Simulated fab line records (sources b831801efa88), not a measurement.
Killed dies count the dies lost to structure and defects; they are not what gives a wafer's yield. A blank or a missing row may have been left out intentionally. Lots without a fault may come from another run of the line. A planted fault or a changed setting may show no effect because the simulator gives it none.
A single fault, viewed from 2 desks + flow gf180mcu + only its own numbers are on each desk; what lay behind them is given at the end

## AT THE TOOL OWNER'S DESK: lithoTrack-03
The tool's own readings at GF_M5_PEB_05 (peb time 90 s): means of the sampled wafers that have a number, for each lot that ran on this tool. Any lot whose mean is over 4 standard deviations away from the usual mean is out of limits and marked OUT; that distance is given in the brackets.
Columns: A = heaterPowerTotalW at GF_M5_PEB_05, usual 85.70 W
| lot  | first seen here | A               |
|------|-----------------|-----------------|
| L892 | day 25 12:53    | 85.69           |
| L897 | day 27 02:22    | 85.66           |
| L900 | day 29 11:24    | 85.70           |
| L904 | day 29 17:58    | 85.61           |
| L906 | day 30 22:08    | 90.74 (+57) OUT |
| L909 | day 31 12:37    | 90.83 (+58) OUT |
Finding of this desk: L906, L909 out of limits; the first was L906 at day 30 22:08, on heaterPowerTotalW at GF_M5_PEB_05. L892, L897, L900, L904: within limits.

## METROLOGY DESK
Lot by lot, what the gauges showed, no matter which tool ran the lot: averages of those sampled wafers that carry a number. Any lot whose mean is over 4 standard deviations away from the usual mean is out of limits and marked OUT; that distance is given in the brackets.
Columns: A = cdNm at GF_V4_CD_MEAS_14, usual 260.1 nm; B = cdNm at GF_M5_CD_MEAS_07, usual 280.2 nm
| lot  | first seen here | A     | B                |
|------|-----------------|-------|------------------|
| L892 | day 23 15:47    | 260.2 | 280.5            |
| L894 | day 24 15:54    | 260.0 | 279.8            |
| L897 | day 25 08:24    | 260.2 | 281.4            |
| L898 | day 27 16:22    | 260.2 | 281.0            |
| L900 | day 27 19:16    | 262.1 | 280.4            |
| L901 | day 27 23:38    | 260.6 | 279.5            |
| L904 | day 28 03:10    | 261.3 | 280.8            |
| L906 | day 29 07:30    | 260.0 | 285.2 (+6.0) OUT |
| L907 | day 29 10:18    | 259.2 | 279.9            |
| L909 | day 29 23:39    | 260.2 | 284.2 (+4.7) OUT |
| L911 | day 30 21:01    | 259.0 | 279.3            |
| L915 | day 31 14:39    | 258.7 | 281.4            |
Finding of this desk: L906, L909 out of limits; the first was L906 at day 30 22:29, on cdNm at GF_M5_CD_MEAS_07. L892, L894, L897, L898, L900, L901, L904, L907, L911, L915: within limits.

## PUT TOGETHER
At day 30 22:08, on L906, L909, the tool owner's desk was in a position to raise an alarm.
An alarm was possible from the metrology desk at day 30 22:29, on L906, L909.
GF_M5_PEB_05 was run on lithoTrack-03 by each of the lots named.

## WHAT THE SIMULATOR HAD INSERTED
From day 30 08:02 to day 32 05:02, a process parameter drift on lithoTrack-03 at GF_M5_PEB_05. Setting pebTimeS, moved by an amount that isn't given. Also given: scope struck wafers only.
Shown lots that were struck: L906, L909.
Time in hours from fault onset to the first out-of-limits reading at each desk: tool owner's desk 14, metrology desk 14.
